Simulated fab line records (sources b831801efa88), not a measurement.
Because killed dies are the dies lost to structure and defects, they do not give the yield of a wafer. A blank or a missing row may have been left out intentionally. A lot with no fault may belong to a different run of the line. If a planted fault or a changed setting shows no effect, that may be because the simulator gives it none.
Comparing a struck lot with a sound one | flow gf180mcu | 16 out of 602 route steps
Sound: these wafers, L527.2, L527.3, L527.4. Struck: wafers L535.1, L535.2, L535.5. The cause is given at the end.
At each step with rows: each side's tool, then ch and its chambers, then its first start. Under that, the readings that differ: sound wafers | struck wafers | difference of the means | sigmas: that difference in standard deviations of wafers without a fault.
alike: a reading whose means differ by less than 2 such deviations, as well as words and numbers matching on both sides. not compared: withheld readings; readings where some wafer has no value; bounds like >300 that might hide an equal value; numbers whose values overlap and for which the record gives no deviation.
A row with sigmas, a row that says differs or no value, or rows on one side alone: a step with any of these is where the two part. When numbers do not overlap yet have no deviation, they are printed without sigmas and do not part them. A reading missing from all wafers of one side parts the sides only when that side holds two or more wafers.

GF_V1_CMP_04: polishes SiO2.
  sound on cmp-02 ch 0,1,3, day 17 04:59; struck on cmp-02 ch 0,2, day 20 05:38
  alike: motor current A, retaining ring pressure frac, slurry flow ml min, time to endpoint s
GF_V1_BOW_MEAS_05:
  struck on film metro-03, day 20 05:53; sound on film metro-03, day 17 05:16
  alike: V1_BOW
then, 8 steps without rows for these wafers: GF_V1_DEHYDRATE_06 (time 60 s); GF_V1_HMDS_07 (prime time 60 s); GF_V1_COAT_08; GF_V1_COAT_09 (resist thk 1000 nm); GF_V1_SOFTBAKE_10 (time 60 s); GF_V1_EXPOSE_11 (exposes mask Via1, target cd 260 nm); GF_V1_PEB_12 (peb time 90 s); GF_V1_DEVELOP_13 (develop time 60 s).
GF_V1_CD_MEAS_14: target cd 260 nm.
  struck on cd sem-02, day 21 05:54; sound on cd sem-02, day 18 03:52
  alike: cd nm
GF_V1_OVL_MEAS_15:
  struck on overlay-02, day 21 06:01; sound on overlay-01, day 18 03:58
  alike: V1_OVL
GF_V1_ETCH_16: etches BARC in N2/H2.
  sound on rie diel-04 ch 0,2,3, day 18 04:00; struck on rie diel-04 ch 2,3, day 21 06:04
  no value came back on the struck wafers for any of 5 readings (bias w (W), chamber pressure mTorr (mTorr) and others); on the sound wafers bias w (W) reads 100.4 99.9 100.2
GF_V1_ETCH_17: etches SiO2 in C4F8/O2/Ar, stops on TiN, target depth 630 nm.
  sound: rie diel-04 ch 0,2,3; struck: rie diel-04 ch 2,3
  reading               | sound             | struck            | difference | sigmas
  oes product au (a.u.) | 0.839 0.846 0.849 | 0.368 0.373 0.376 | -0.472     | -99 or more
  alike: bias w, chamber pressure mTorr
GF_V1_STRIP_18: strips in O2/N2.
  sound on plasma asher-04 ch 0,1, day 18 04:08; struck on plasma asher-03 ch 0,1, day 21 06:11
  reading               | sound             | struck            | difference | sigmas
  oes product au (a.u.) | 0.594 0.602 0.588 | 0.609 0.605 0.609 | +0.013     | +3
  alike: drypump motor current A, heater power w, o2 flow sccm, platen temp c
  not compared: rf hours counter h
then, 1 step without rows for these wafers: GF_V1_STRIP_19 (strips in post etch residue remover, time 1200 s).

WHERE THEY PART
Last at GF_V1_STRIP_18 as far as this record goes, first at GF_V1_ETCH_16.

WHY: what had been put in by the simulator
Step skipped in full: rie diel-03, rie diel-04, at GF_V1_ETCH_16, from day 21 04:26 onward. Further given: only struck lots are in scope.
